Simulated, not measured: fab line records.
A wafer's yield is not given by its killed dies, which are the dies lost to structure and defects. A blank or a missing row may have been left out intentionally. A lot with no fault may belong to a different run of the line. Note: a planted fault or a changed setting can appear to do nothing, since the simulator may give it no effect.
Which tool was responsible? / flow gf180mcu / 34 wafers from 12 lots sampled at 2 of the route's 602 steps

## WHAT THE GAUGES SHOWED, per wafer
GF_HV_LDD_TW_MEAS_50.
lot=L124; measured=day 12 17:37; on=filmMetro-01; HV_LDD_4_TW=570 574 574
lot=L130; measured=day 14 17:42; on=filmMetro-04; HV_LDD_4_TW=566 519
lot=L131; measured=day 15 02:19; on=filmMetro-03; HV_LDD_4_TW=574 527
lot=L134; measured=day 16 05:32; on=filmMetro-01; HV_LDD_4_TW=524 564 569
lot=L135; measured=day 16 13:05; on=filmMetro-01; HV_LDD_4_TW=567 569 563
lot=L138; measured=day 17 11:17; on=filmMetro-04; HV_LDD_4_TW=571 567 569
lot=L140; measured=day 18 02:33; on=filmMetro-03; HV_LDD_4_TW=572 572 572
lot=L141; measured=day 18 11:20; on=filmMetro-01; HV_LDD_4_TW=566 566 566
lot=L142; measured=day 18 18:11; on=filmMetro-03; HV_LDD_4_TW=571 571 572
lot=L143; measured=day 19 01:51; on=filmMetro-01; HV_LDD_4_TW=573 570 570
lot=L144; measured=day 19 09:16; on=filmMetro-03; HV_LDD_4_TW=572 569 571
lot=L146; measured=day 20 04:47; on=filmMetro-03; HV_LDD_4_TW=573 569 571

## EACH LOT AND THE TOOL THAT RAN IT (in order: tool; ch and the chambers of the sampled wafers; start)
lot=L124; GF_HV_LDD_IMPLANT_48=implanter-04 ch 0, day 12 17:22
lot=L130; GF_HV_LDD_IMPLANT_48=implanter-01 ch 0, day 14 17:29
lot=L131; GF_HV_LDD_IMPLANT_48=implanter-01 ch 0, day 15 02:07
lot=L134; GF_HV_LDD_IMPLANT_48=implanter-01 ch 0, day 16 05:17
lot=L135; GF_HV_LDD_IMPLANT_48=implanter-02 ch 0, day 16 12:51
lot=L138; GF_HV_LDD_IMPLANT_48=implanter-04 ch 0, day 17 11:02
lot=L140; GF_HV_LDD_IMPLANT_48=implanter-04 ch 0, day 18 02:20
lot=L141; GF_HV_LDD_IMPLANT_48=implanter-02 ch 0, day 18 11:05
lot=L142; GF_HV_LDD_IMPLANT_48=implanter-02 ch 0, day 18 17:56
lot=L143; GF_HV_LDD_IMPLANT_48=implanter-01 ch 0, day 19 01:38
lot=L144; GF_HV_LDD_IMPLANT_48=implanter-04 ch 0, day 19 08:59
lot=L146; GF_HV_LDD_IMPLANT_48=implanter-01 ch 0, day 20 04:32
- GF_HV_LDD_IMPLANT_48

## WHAT THE TOOLS THEMSELVES READ (means of the sampled wafers that have a number; where no wafer has one, the mark that the record gives instead)
GF_HV_LDD_IMPLANT_48.
lot=L124; tool=implanter-04; beamOnS (s)=9.94; doseIonsCm2=3.0016e+13; faradayCurrentUA=170; tiltDeg (degrees)=7.025
lot=L130; tool=implanter-01; beamOnS (s)=8.69; doseIonsCm2=2.9980e+13; faradayCurrentUA=198; tiltDeg (degrees)=6.996
lot=L131; tool=implanter-01; beamOnS (s)=8.73; doseIonsCm2=3.0000e+13; faradayCurrentUA=198; tiltDeg (degrees)=7.014
lot=L134; tool=implanter-01; beamOnS (s)=9.18; doseIonsCm2=3.0011e+13; faradayCurrentUA=188; tiltDeg (degrees)=6.964
lot=L135; tool=implanter-02; beamOnS (s)=9.89; doseIonsCm2=3.0015e+13; faradayCurrentUA=171; tiltDeg (degrees)=7.001
lot=L138; tool=implanter-04; beamOnS (s)=9.97; doseIonsCm2=3.0043e+13; faradayCurrentUA=170; tiltDeg (degrees)=6.987
lot=L140; tool=implanter-04; beamOnS (s)=9.85; doseIonsCm2=3.0025e+13; faradayCurrentUA=171; tiltDeg (degrees)=7.014
lot=L141; tool=implanter-02; beamOnS (s)=10.02; doseIonsCm2=2.9999e+13; faradayCurrentUA=169; tiltDeg (degrees)=7.011
lot=L142; tool=implanter-02; beamOnS (s)=9.95; doseIonsCm2=3.0002e+13; faradayCurrentUA=170; tiltDeg (degrees)=7.010
lot=L143; tool=implanter-01; beamOnS (s)=10.01; doseIonsCm2=2.9998e+13; faradayCurrentUA=169; tiltDeg (degrees)=7.009
lot=L144; tool=implanter-04; beamOnS (s)=9.82; doseIonsCm2=3.0021e+13; faradayCurrentUA=172; tiltDeg (degrees)=7.009
lot=L146; tool=implanter-01; beamOnS (s)=9.77; doseIonsCm2=2.9981e+13; faradayCurrentUA=173; tiltDeg (degrees)=7.007

## THE ANSWER, worked out from the rows above alone
Rule: usual is defined by the lots themselves. The widest of any qualifying gaps counts: lots, ordered by their means at a reading, are off when they make up no more than a third of the lots, leave a main group of 4 or more, and stand apart from it by 3 or more times the standard deviation of that group's means. Not used: any main group whose means are identical at the precision the tables above print for the reading. Also off: a lot with no number at a reading for which 4 or more lots have one. The other lots that the step has rows for count as sound. Order of review: gauges by route order, followed by the tools' own readings, for which a lot's mean as printed above is used. At the first step where some lot is off, the reading lying furthest off is the one used; lots without a number count as furthest.
Off: at GF_HV_LDD_TW_MEAS_50 (HV_LDD_4_TW), L130, L131, L134. Main group: mean 570, sd 2.3.
If a tool, at a process step before that reading, ran all the lots that are off and no sound lot after the first of them, it fits. Not tried: the gauges at GF_HV_LDD_TW_MEAS_50; whatever is off there is also off at GF_HV_LDD_IMPLANT_48, on other tools, and gauge error can't account for it. None of those tried fits.

## WHAT WAS PUT IN BY THE SIMULATOR
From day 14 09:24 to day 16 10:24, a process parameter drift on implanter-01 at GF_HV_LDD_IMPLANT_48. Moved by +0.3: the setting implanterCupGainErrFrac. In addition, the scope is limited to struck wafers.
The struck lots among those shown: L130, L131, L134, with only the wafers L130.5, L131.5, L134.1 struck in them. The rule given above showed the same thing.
